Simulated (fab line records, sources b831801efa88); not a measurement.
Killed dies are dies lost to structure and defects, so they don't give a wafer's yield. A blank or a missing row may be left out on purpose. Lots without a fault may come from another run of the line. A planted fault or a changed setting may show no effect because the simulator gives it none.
Which tool did it? | flow gf180mcu | 11 lots, 33 wafers sampled, at 5 steps of a route of 602

WHAT THE GAUGES READ, wafer by wafer
GF_V4_THK_MEAS_03.
lot  | measured     | on            | V4_CVD_02_THK (nm)
L126 | day 25 08:00 | film_metro-03 | 845 845 850
L127 | day 25 21:35 | film_metro-02 | 859 870 878
L128 | day 26 03:45 | film_metro-02 | 837 883 847
L131 | day 26 22:22 | film_metro-04 | 876 844 889
L134 | day 27 23:25 | film_metro-02 | 849 843 854
L135 | day 28 04:05 | film_metro-02 | 833 830 855
L136 | day 28 11:51 | film_metro-02 | 838 851 853
L137 | day 28 17:28 | film_metro-02 | 831 847 853
L141 | day 29 21:47 | film_metro-02 | 838 838 852
L143 | day 30 12:02 | film_metro-02 | 841 844 842
L144 | day 30 21:12 | film_metro-03 | 830 856 841

WHICH TOOL RAN EACH LOT (tool, then ch and the chambers of the sampled wafers, then the start)
lot  | GF_V3_CVD_23                  | GF_V3_CMP_26                  | GF_M4_SPUTTER_01             | GF_V4_CVD_02
L126 | cvd_w-02 ch 0,1, day 24 07:40 | cmp-02 ch 0,1,3, day 24 08:12 | pvd_sputter-03, day 24 08:36 | pecvd-02 ch 0,2, day 25 07:56
L127 | cvd_w-01 ch 0,1, day 24 21:29 | cmp-02 ch 0,1,3, day 24 23:02 | pvd_sputter-03, day 24 23:20 | pecvd-03 ch 0,1,2, day 25 21:29
L128 | cvd_w-02 ch 0,1, day 25 04:21 | cmp-01 ch 0,1,3, day 25 05:00 | pvd_sputter-02, day 25 05:15 | pecvd-02 ch 0,1, day 26 03:40
L131 | cvd_w-01 ch 0,1, day 25 23:28 | cmp-02 ch 0,1,3, day 25 23:52 | pvd_sputter-03, day 26 00:10 | pecvd-02 ch 0,2, day 26 22:17
L134 | cvd_w-01 ch 0,1, day 27 01:59 | cmp-01 ch 0,2,3, day 27 02:16 | pvd_sputter-03, day 27 02:40 | pecvd-01 ch 0,1,2, day 27 23:20
L135 | cvd_w-01 ch 0,1, day 27 05:59 | cmp-01 ch 1,2,3, day 27 06:17 | pvd_sputter-03, day 27 06:41 | pecvd-03 ch 0,2, day 28 04:01
L136 | cvd_w-01 ch 0,1, day 27 14:14 | cmp-02 ch 2,3, day 27 14:32   | pvd_sputter-03, day 27 14:53 | pecvd-03 ch 0,1, day 28 11:46
L137 | cvd_w-01 ch 0,1, day 27 19:49 | cmp-01 ch 0,1, day 27 20:10   | pvd_sputter-03, day 27 20:31 | pecvd-03 ch 1,2, day 28 17:24
L141 | cvd_w-02 ch 0,1, day 29 00:53 | cmp-02 ch 0,2,3, day 29 01:11 | pvd_sputter-03, day 29 01:35 | pecvd-03 ch 1,2, day 29 21:43
L143 | cvd_w-01 ch 0,1, day 29 15:03 | cmp-02 ch 0,2,3, day 29 15:34 | pvd_sputter-02, day 29 15:55 | pecvd-02 ch 0,1,2, day 30 11:57
L144 | cvd_w-01 ch 0,1, day 30 00:51 | cmp-02 ch 0,1, day 30 01:11   | pvd_sputter-02, day 30 01:32 | pecvd-03 ch 0,1, day 30 21:08
- GF_V3_CVD_23: deposits W, target thk 350 nm, time 104.9 s.
- GF_V3_CMP_26: polishes, stops on SiO2, t overpolish 15 s, target thk 0 nm.
- GF_M4_SPUTTER_01: material TiN, target thk 30 nm, time 25 s.
- GF_V4_CVD_02: deposits SiO2 from TEOS, target thk 850 nm, time 94.851 s.

THE ANSWER, worked out from the rows above alone
Rule: what is usual is taken from the lots themselves. Put in order of their means at a reading, lots are off if they are a third of the lots or fewer, leave a main group of 4 or more, and stand apart from it by a gap of 3 or more times the standard deviation of the main group's means; of several such gaps the widest counts. A main group whose means are all the same, to the digits that the tables above print for the reading, isn't used. A lot without any number at a reading at which 4 lots or more have one is off too. The other lots that the step has rows for count as sound.
No lot is off at any reading shown: from this, nothing can be told.

WHAT THE SIMULATOR HAD PUT IN
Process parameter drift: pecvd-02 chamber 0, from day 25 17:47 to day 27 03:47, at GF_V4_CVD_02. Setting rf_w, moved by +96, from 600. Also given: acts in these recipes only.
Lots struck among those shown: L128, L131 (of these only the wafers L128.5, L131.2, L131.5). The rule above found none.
